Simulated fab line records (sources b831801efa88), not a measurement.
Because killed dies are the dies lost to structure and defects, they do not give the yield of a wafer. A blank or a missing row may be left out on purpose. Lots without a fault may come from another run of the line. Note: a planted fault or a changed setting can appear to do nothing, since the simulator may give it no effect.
The tool behind it: which one? :: flow sky130 :: 72 wafers from 24 lots sampled at 6 of the route's 708 steps

WHAT THE GAUGES SHOWED, per wafer
SKY_FIELD_ISO_THK_MEAS_25.
lot: L074
measured: day 2 07:15
on: film metro-01
FIELD_ISO_CVD_24_THK (nm): 594 602 590

lot: L075
measured: day 2 12:48
on: film metro-03
FIELD_ISO_CVD_24_THK (nm): 598 602 599

lot: L076
measured: day 2 19:36
on: film metro-03
FIELD_ISO_CVD_24_THK (nm): 599 604 605

lot: L077
measured: day 2 22:46
on: film metro-02
FIELD_ISO_CVD_24_THK (nm): 603 605 600

lot: L078
measured: day 3 08:49
on: film metro-02
FIELD_ISO_CVD_24_THK (nm): 600 596 608

lot: L079
measured: day 3 11:02
on: film metro-02
FIELD_ISO_CVD_24_THK (nm): 594 598 597

lot: L080
measured: day 3 16:02
on: film metro-01
FIELD_ISO_CVD_24_THK (nm): 602 597 596

lot: L081
measured: day 3 20:05
on: film metro-02
FIELD_ISO_CVD_24_THK (nm): 599 601 599

lot: L082
measured: day 4 02:20
on: film metro-02
FIELD_ISO_CVD_24_THK (nm): 608 602 608

lot: L083
measured: day 4 10:46
on: film metro-01
FIELD_ISO_CVD_24_THK (nm): 598 607 598

lot: L084
measured: day 4 14:42
on: film metro-02
FIELD_ISO_CVD_24_THK (nm): 607 604 608

lot: L085
measured: day 4 17:18
on: film metro-02
FIELD_ISO_CVD_24_THK (nm): 607 599 606

lot: L086
measured: day 4 23:11
on: film metro-01
FIELD_ISO_CVD_24_THK (nm): 593 600 597

lot: L087
measured: day 5 08:44
on: film metro-03
FIELD_ISO_CVD_24_THK (nm): 596 599 602

lot: L088
measured: day 5 14:04
on: film metro-01
FIELD_ISO_CVD_24_THK (nm): 590 601 593

lot: L090
measured: day 5 21:07
on: film metro-02
FIELD_ISO_CVD_24_THK (nm): 590 590 591

lot: L089
measured: day 5 21:08
on: film metro-03
FIELD_ISO_CVD_24_THK (nm): 599 592 600

lot: L091
measured: day 6 06:59
on: film metro-01
FIELD_ISO_CVD_24_THK (nm): 604 598 601

lot: L092
measured: day 6 09:30
on: film metro-02
FIELD_ISO_CVD_24_THK (nm): 599 609 604

lot: L094
measured: day 6 16:25
on: film metro-02
FIELD_ISO_CVD_24_THK (nm): 594 582 587

lot: L093
measured: day 6 16:26
on: film metro-01
FIELD_ISO_CVD_24_THK (nm): 601 606 616

lot: L095
measured: day 7 06:01
on: film metro-02
FIELD_ISO_CVD_24_THK (nm): 596 613 601

lot: L096
measured: day 7 06:04
on: film metro-01
FIELD_ISO_CVD_24_THK (nm): 614 602 602

lot: L097
measured: day 7 10:17
on: film metro-03
FIELD_ISO_CVD_24_THK (nm): 600 599 595

SKY_CONTACT_THK_MEAS_03.
lot: L074
measured: day 29 20:18
on: film metro-02
CONTACT_HDPCVD_THK (nm): 565 566 571

lot: L075
measured: day 30 12:04
on: film metro-03
CONTACT_HDPCVD_THK (nm): 563 566 555

lot: L076
measured: day 30 21:52
on: film metro-03
CONTACT_HDPCVD_THK (nm): 564 571 568

lot: L077
measured: day 31 01:42
on: film metro-02
CONTACT_HDPCVD_THK (nm): 573 578 582

lot: L078
measured: day 31 19:03
on: film metro-03
CONTACT_HDPCVD_THK (nm): 568 557 561

lot: L079
measured: day 31 19:46
on: film metro-03
CONTACT_HDPCVD_THK (nm): 566 568 561

lot: L080
measured: day 32 06:46
on: film metro-02
CONTACT_HDPCVD_THK (nm): 572 579 554

lot: L081
measured: day 32 13:47
on: film metro-02
CONTACT_HDPCVD_THK (nm): 563 569 561

lot: L082
measured: day 32 22:51
on: film metro-02
CONTACT_HDPCVD_THK (nm): 564 560 563

lot: L083
measured: day 33 21:44
on: film metro-01
CONTACT_HDPCVD_THK (nm): 565 559 563

lot: L084
measured: day 34 01:05
on: film metro-01
CONTACT_HDPCVD_THK (nm): 571 567 570

lot: L085
measured: day 34 03:00
on: film metro-03
CONTACT_HDPCVD_THK (nm): 566 565 565

lot: L086
measured: day 34 19:32
on: film metro-01
CONTACT_HDPCVD_THK (nm): 561 558 566

lot: L087
measured: day 35 11:35
on: film metro-03
CONTACT_HDPCVD_THK (nm): 561 568 560

lot: L088
measured: day 35 22:02
on: film metro-03
CONTACT_HDPCVD_THK (nm): 557 572 565

lot: L090
measured: day 36 04:50
on: film metro-03
CONTACT_HDPCVD_THK (nm): 566 566 555

lot: L089
measured: day 36 03:57
on: film metro-01
CONTACT_HDPCVD_THK (nm): 573 562 566

lot: L091
measured: day 36 07:53
on: film metro-01
CONTACT_HDPCVD_THK (nm): 553 558 558

lot: L092
measured: day 36 09:22
on: film metro-02
CONTACT_HDPCVD_THK (nm): 567 573 570

lot: L094
measured: day 36 18:56
on: film metro-01
CONTACT_HDPCVD_THK (nm): 560 564 568

lot: L093
measured: day 36 13:22
on: film metro-01
CONTACT_HDPCVD_THK (nm): 557 553 563

lot: L095
measured: day 37 17:32
on: film metro-01
CONTACT_HDPCVD_THK (nm): 563 567 569

lot: L096
measured: day 37 19:17
on: film metro-03
CONTACT_HDPCVD_THK (nm): 568 565 569

lot: L097
measured: day 38 10:57
on: film metro-01
CONTACT_HDPCVD_THK (nm): 573 563 569

SKY_VIA2_OVL_MEAS_13.
lot: L074
measured: day 35 16:56
on: overlay-01
VIA2_OVL (nm): 0 1 3

lot: L075
measured: day 36 06:37
on: overlay-01
VIA2_OVL (nm): 4 3 4

lot: L076
measured: day 36 18:21
on: overlay-02
VIA2_OVL (nm): -2 -4 -2

lot: L077
measured: day 36 20:52
on: overlay-02
VIA2_OVL (nm): 7 2 4

lot: L078
measured: day 37 14:40
on: overlay-01
VIA2_OVL (nm): -10 -11 -10

lot: L079
measured: day 37 14:42
on: overlay-02
VIA2_OVL (nm): 1 4 -5

lot: L080
measured: day 38 01:49
on: overlay-01
VIA2_OVL (nm): -7 -5 -6

lot: L081
measured: day 38 07:55
on: overlay-02
VIA2_OVL (nm): 5 0 7

lot: L082
measured: day 38 15:55
on: overlay-01
VIA2_OVL (nm): 8 3 2

lot: L083
measured: day 39 15:30
on: overlay-02
VIA2_OVL (nm): -5 -3 7

lot: L084
measured: day 39 17:21
on: overlay-01
VIA2_OVL (nm): -9 -5 -3

lot: L085
measured: day 39 19:09
on: overlay-01
VIA2_OVL (nm): 8 3 7

lot: L086
measured: day 40 10:31
on: overlay-01
VIA2_OVL (nm): -4 -3 -2

lot: L087
measured: day 41 01:53
on: overlay-01
VIA2_OVL (nm): 9 9 5

lot: L088
measured: day 41 10:40
on: overlay-02
VIA2_OVL (nm): 4 -2 1

lot: L090
measured: day 41 17:31
on: overlay-02
VIA2_OVL (nm): -11 -12 -8

lot: L089
measured: day 41 16:22
on: overlay-01
VIA2_OVL (nm): 3 8 6

lot: L091
measured: day 41 20:19
on: overlay-02
VIA2_OVL (nm): 7 7 0

lot: L092
measured: day 41 21:14
on: overlay-02
VIA2_OVL (nm): -2 -6 -7

lot: L094
measured: day 42 05:29
on: overlay-02
VIA2_OVL (nm): -2 3 -4

lot: L093
measured: day 42 01:22
on: overlay-01
VIA2_OVL (nm): -11 -8 -6

lot: L095
measured: day 43 03:28
on: overlay-02
VIA2_OVL (nm): 1 -5 -2

lot: L096
measured: day 43 03:55
on: overlay-02
VIA2_OVL (nm): 6 3 -6

lot: L097
measured: day 43 15:57
on: overlay-01
VIA2_OVL (nm): -9 0 -9

SKY_CAP2M_OVL_MEAS_12.
lot: L074
measured: day 40 03:37
on: overlay-02
CAP2M_OVL (nm): -0.3 1.0 1.6

lot: L075
measured: day 40 17:50
on: overlay-01
CAP2M_OVL (nm): -0.8 -2.1 -0.5

lot: L076
measured: day 41 04:17
on: overlay-02
CAP2M_OVL (nm): 2.9 1.1 0.8

lot: L077
measured: day 41 07:20
on: overlay-01
CAP2M_OVL (nm): 0.0 -0.4 0.9

lot: L078
measured: day 41 23:56
on: overlay-01
CAP2M_OVL (nm): -0.2 -1.6 -1.2

lot: L079
measured: day 42 00:18
on: overlay-02
CAP2M_OVL (nm): 0.0 0.1 0.6

lot: L080
measured: day 42 08:24
on: overlay-01
CAP2M_OVL (nm): -2.9 -1.0 -1.5

lot: L081
measured: day 42 15:02
on: overlay-01
CAP2M_OVL (nm): -1.4 -1.2 -2.6

lot: L082
measured: day 42 23:43
on: overlay-02
CAP2M_OVL (nm): 2.4 0.8 1.8

lot: L083
measured: day 43 20:09
on: overlay-01
CAP2M_OVL (nm): 1.1 0.3 0.0

lot: L084
measured: day 43 21:29
on: overlay-02
CAP2M_OVL (nm): 0.1 0.0 -0.1

lot: L085
measured: day 44 03:00
on: overlay-01
CAP2M_OVL (nm): 0.8 -0.4 0.2

lot: L086
measured: day 44 11:59
on: overlay-02
CAP2M_OVL (nm): 0.3 -0.1 1.7

lot: L087
measured: day 45 03:02
on: overlay-02
CAP2M_OVL (nm): -0.7 -1.9 -1.9

lot: L088
measured: day 45 10:36
on: overlay-01
CAP2M_OVL (nm): -3.0 -2.6 -1.8

lot: L090
measured: day 45 16:04
on: overlay-02
CAP2M_OVL (nm): 1.0 1.1 1.8

lot: L089
measured: day 45 14:41
on: overlay-01
CAP2M_OVL (nm): -1.6 -1.5 -1.9

lot: L091
measured: day 45 18:24
on: overlay-02
CAP2M_OVL (nm): 3.3 2.9 1.0

lot: L092
measured: day 45 20:49
on: overlay-01
CAP2M_OVL (nm): 0.0 0.1 1.0

lot: L094
measured: day 46 02:59
on: overlay-01
CAP2M_OVL (nm): 2.4 1.9 1.7

lot: L093
measured: day 45 23:26
on: overlay-02
CAP2M_OVL (nm): 1.0 0.1 1.1

lot: L095
measured: day 46 23:11
on: overlay-02
CAP2M_OVL (nm): -1.5 -2.7 -1.5

lot: L096
measured: day 46 23:44
on: overlay-01
CAP2M_OVL (nm): -0.9 -3.0 -2.6

lot: L097
measured: day 47 07:22
on: overlay-02
CAP2M_OVL (nm): 1.8 1.7 -0.5

TOOL THAT RAN EACH LOT (tool first, then ch and the chambers of the sampled wafers, then the start)
lot: L074
SKY_CONTACT_CVD_00: pecvd-04 ch 0,2, day 29 20:08
SKY_METAL2_STRIP_20: plasma asher-03 ch 0,1, day 34 13:22

lot: L075
SKY_CONTACT_CVD_00: pecvd-04 ch 0,2, day 30 11:53
SKY_METAL2_STRIP_20: plasma asher-04 ch 0,1, day 35 02:55

lot: L076
SKY_CONTACT_CVD_00: pecvd-01 ch 0,2, day 30 21:41
SKY_METAL2_STRIP_20: plasma asher-03 ch 0,1, day 35 14:31

lot: L077
SKY_CONTACT_CVD_00: pecvd-02 ch 0,2, day 31 01:32
SKY_METAL2_STRIP_20: plasma asher-01 ch 0, day 35 17:37

lot: L078
SKY_CONTACT_CVD_00: pecvd-02 ch 1,2, day 31 18:52
SKY_METAL2_STRIP_20: plasma asher-03 ch 0,1, day 36 10:55

lot: L079
SKY_CONTACT_CVD_00: pecvd-04 ch 1,2, day 31 19:35
SKY_METAL2_STRIP_20: plasma asher-01 ch 0,1, day 36 11:14

lot: L080
SKY_CONTACT_CVD_00: pecvd-04 ch 0,1,2, day 32 06:33
SKY_METAL2_STRIP_20: plasma asher-03 ch 1, day 36 22:50

lot: L081
SKY_CONTACT_CVD_00: pecvd-02 ch 0,2, day 32 13:36
SKY_METAL2_STRIP_20: plasma asher-03 ch 0,1, day 37 05:29

lot: L082
SKY_CONTACT_CVD_00: pecvd-02 ch 0,1,2, day 32 22:41
SKY_METAL2_STRIP_20: plasma asher-01 ch 0,1, day 37 12:47

lot: L083
SKY_CONTACT_CVD_00: pecvd-04 ch 0,1,2, day 33 21:34
SKY_METAL2_STRIP_20: plasma asher-01 ch 0,1, day 38 13:07

lot: L084
SKY_CONTACT_CVD_00: pecvd-01 ch 1,2, day 34 00:54
SKY_METAL2_STRIP_20: plasma asher-01 ch 0,1, day 38 15:26

lot: L085
SKY_CONTACT_CVD_00: pecvd-04 ch 1,2, day 34 02:47
SKY_METAL2_STRIP_20: plasma asher-03 ch 0,1, day 38 17:13

lot: L086
SKY_CONTACT_CVD_00: pecvd-04 ch 0,1,2, day 34 19:22
SKY_METAL2_STRIP_20: plasma asher-03 ch 0,1, day 39 08:08

lot: L087
SKY_CONTACT_CVD_00: pecvd-04 ch 0,2, day 35 11:24
SKY_METAL2_STRIP_20: plasma asher-03 ch 0,1, day 40 00:11

lot: L088
SKY_CONTACT_CVD_00: pecvd-01 ch 0,2, day 35 21:51
SKY_METAL2_STRIP_20: plasma asher-04 ch 0,1, day 40 09:49

lot: L090
SKY_CONTACT_CVD_00: pecvd-04 ch 2, day 36 04:39
SKY_METAL2_STRIP_20: plasma asher-03 ch 1, day 40 16:43

lot: L089
SKY_CONTACT_CVD_00: pecvd-02 ch 1,2, day 36 03:46
SKY_METAL2_STRIP_20: plasma asher-04 ch 0,1, day 40 16:24

lot: L091
SKY_CONTACT_CVD_00: pecvd-02 ch 1,2, day 36 07:41
SKY_METAL2_STRIP_20: plasma asher-03 ch 0,1, day 40 19:02

lot: L092
SKY_CONTACT_CVD_00: pecvd-02 ch 1,2, day 36 09:11
SKY_METAL2_STRIP_20: plasma asher-03 ch 0,1, day 40 20:11

lot: L094
SKY_CONTACT_CVD_00: pecvd-01 ch 1,2, day 36 18:46
SKY_METAL2_STRIP_20: plasma asher-04 ch 0,1, day 41 04:02

lot: L093
SKY_CONTACT_CVD_00: pecvd-04 ch 0,1,2, day 36 13:11
SKY_METAL2_STRIP_20: plasma asher-03 ch 0,1, day 41 00:13

lot: L095
SKY_CONTACT_CVD_00: pecvd-01 ch 0,1,2, day 37 17:22
SKY_METAL2_STRIP_20: plasma asher-03 ch 0,1, day 42 02:43

lot: L096
SKY_CONTACT_CVD_00: pecvd-02 ch 0,1,2, day 37 19:07
SKY_METAL2_STRIP_20: plasma asher-01 ch 0,1, day 42 03:52

lot: L097
SKY_CONTACT_CVD_00: pecvd-02 ch 0,1,2, day 38 10:47
SKY_METAL2_STRIP_20: plasma asher-04 ch 0,1, day 42 15:56
- SKY_CONTACT_CVD_00: deposits Si3N4, target thk 75 nm.
- SKY_METAL2_STRIP_20: strips in O2/N2.

WHAT THE TOOLS THEMSELVES READ (means of the sampled wafers that have a number; where no wafer has one, the mark that the record gives instead)
SKY_CONTACT_CVD_00.
lot: L074
tool: pecvd-04
heater power w (W): 650

lot: L075
tool: pecvd-04
heater power w (W): 647

lot: L076
tool: pecvd-01
heater power w (W): 687

lot: L077
tool: pecvd-02
heater power w (W): 782

lot: L078
tool: pecvd-02
heater power w (W): 769

lot: L079
tool: pecvd-04
heater power w (W): 668

lot: L080
tool: pecvd-04
heater power w (W): 621

lot: L081
tool: pecvd-02
heater power w (W): 679

lot: L082
tool: pecvd-02
heater power w (W): 700

lot: L083
tool: pecvd-04
heater power w (W): 659

lot: L084
tool: pecvd-01
heater power w (W): 718

lot: L085
tool: pecvd-04
heater power w (W): 711

lot: L086
tool: pecvd-04
heater power w (W): 662

lot: L087
tool: pecvd-04
heater power w (W): 669

lot: L088
tool: pecvd-01
heater power w (W): 768

lot: L090
tool: pecvd-04
heater power w (W): 645

lot: L089
tool: pecvd-02
heater power w (W): 794

lot: L091
tool: pecvd-02
heater power w (W): 733

lot: L092
tool: pecvd-02
heater power w (W): 754

lot: L094
tool: pecvd-01
heater power w (W): 746

lot: L093
tool: pecvd-04
heater power w (W): 712

lot: L095
tool: pecvd-01
heater power w (W): 698

lot: L096
tool: pecvd-02
heater power w (W): 695

lot: L097
tool: pecvd-02
heater power w (W): 713

SKY_METAL2_STRIP_20.
lot: L074
tool: plasma asher-03
drypump motor current A (A): 5.9
oes product au (a.u.): 0.340
strip time to endpoint s (s): 2.60

lot: L075
tool: plasma asher-04
drypump motor current A (A): 5.3
oes product au (a.u.): 0.339
strip time to endpoint s (s): 2.63

lot: L076
tool: plasma asher-03
drypump motor current A (A): 5.9
oes product au (a.u.): 0.337
strip time to endpoint s (s): 2.58

lot: L077
tool: plasma asher-01
drypump motor current A (A): 5.8
oes product au (a.u.): 0.343
strip time to endpoint s (s): 2.71

lot: L078
tool: plasma asher-03
drypump motor current A (A): 6.0
oes product au (a.u.): 0.336
strip time to endpoint s (s): 2.56

lot: L079
tool: plasma asher-01
drypump motor current A (A): 5.6
oes product au (a.u.): 0.340
strip time to endpoint s (s): 2.62

lot: L080
tool: plasma asher-03
drypump motor current A (A): 5.7
oes product au (a.u.): 0.333
strip time to endpoint s (s): 2.56

lot: L081
tool: plasma asher-03
drypump motor current A (A): 6.0
oes product au (a.u.): 0.334
strip time to endpoint s (s): 2.56

lot: L082
tool: plasma asher-01
drypump motor current A (A): 5.4
oes product au (a.u.): 0.340
strip time to endpoint s (s): 2.68

lot: L083
tool: plasma asher-01
drypump motor current A (A): 5.6
oes product au (a.u.): 0.339
strip time to endpoint s (s): 2.64

lot: L084
tool: plasma asher-01
drypump motor current A (A): 5.3
oes product au (a.u.): 0.341
strip time to endpoint s (s): 2.68

lot: L085
tool: plasma asher-03
drypump motor current A (A): 5.9
oes product au (a.u.): 0.338
strip time to endpoint s (s): 2.68

lot: L086
tool: plasma asher-03
drypump motor current A (A): 6.0
oes product au (a.u.): 0.337
strip time to endpoint s (s): 2.61

lot: L087
tool: plasma asher-03
drypump motor current A (A): 5.9
oes product au (a.u.): 0.341
strip time to endpoint s (s): 2.69

lot: L088
tool: plasma asher-04
drypump motor current A (A): 5.3
oes product au (a.u.): 0.342
strip time to endpoint s (s): 2.66

lot: L090
tool: plasma asher-03
drypump motor current A (A): 5.7
oes product au (a.u.): 0.337
strip time to endpoint s (s): 2.53

lot: L089
tool: plasma asher-04
drypump motor current A (A): 5.6
oes product au (a.u.): 0.342
strip time to endpoint s (s): 2.67

lot: L091
tool: plasma asher-03
drypump motor current A (A): 5.9
oes product au (a.u.): 0.334
strip time to endpoint s (s): 2.57

lot: L092
tool: plasma asher-03
drypump motor current A (A): 5.9
oes product au (a.u.): 0.340
strip time to endpoint s (s): 2.71

lot: L094
tool: plasma asher-04
drypump motor current A (A): 5.6
oes product au (a.u.): 0.339
strip time to endpoint s (s): 2.66

lot: L093
tool: plasma asher-03
drypump motor current A (A): 5.9
oes product au (a.u.): 0.342
strip time to endpoint s (s): 2.69

lot: L095
tool: plasma asher-03
drypump motor current A (A): 6.0
oes product au (a.u.): 0.342
strip time to endpoint s (s): 2.59

lot: L096
tool: plasma asher-01
drypump motor current A (A): 5.6
oes product au (a.u.): 0.337
strip time to endpoint s (s): 2.62

lot: L097
tool: plasma asher-04
drypump motor current A (A): 5.6
oes product au (a.u.): 0.336
strip time to endpoint s (s): 2.67

THE ANSWER, worked out from the rows above alone
Rule: what is usual is taken from the lots themselves. The widest of any qualifying gaps counts: lots, ordered by their means at a reading, are off when they make up no more than a third of the lots, leave a main group of 4 or more, and stand apart from it by 3 or more times the standard deviation of that group's means. The tables above print the reading to a certain number of digits; a main group whose means all agree to those digits is not used. A lot without any number at a reading at which 4 lots or more have one is off too. Where the step has rows for the other lots, those lots are counted as sound. After the gauges, taken in route order, come the tools' own readings; for these a lot's mean is taken, as printed above. At the first step where some lot is off, the reading lying furthest off is the one used; lots without a number count as furthest.
Across all readings shown, no lot is off: no conclusion can be drawn from this.

WHAT HAD BEEN PUT IN BY THE SIMULATOR
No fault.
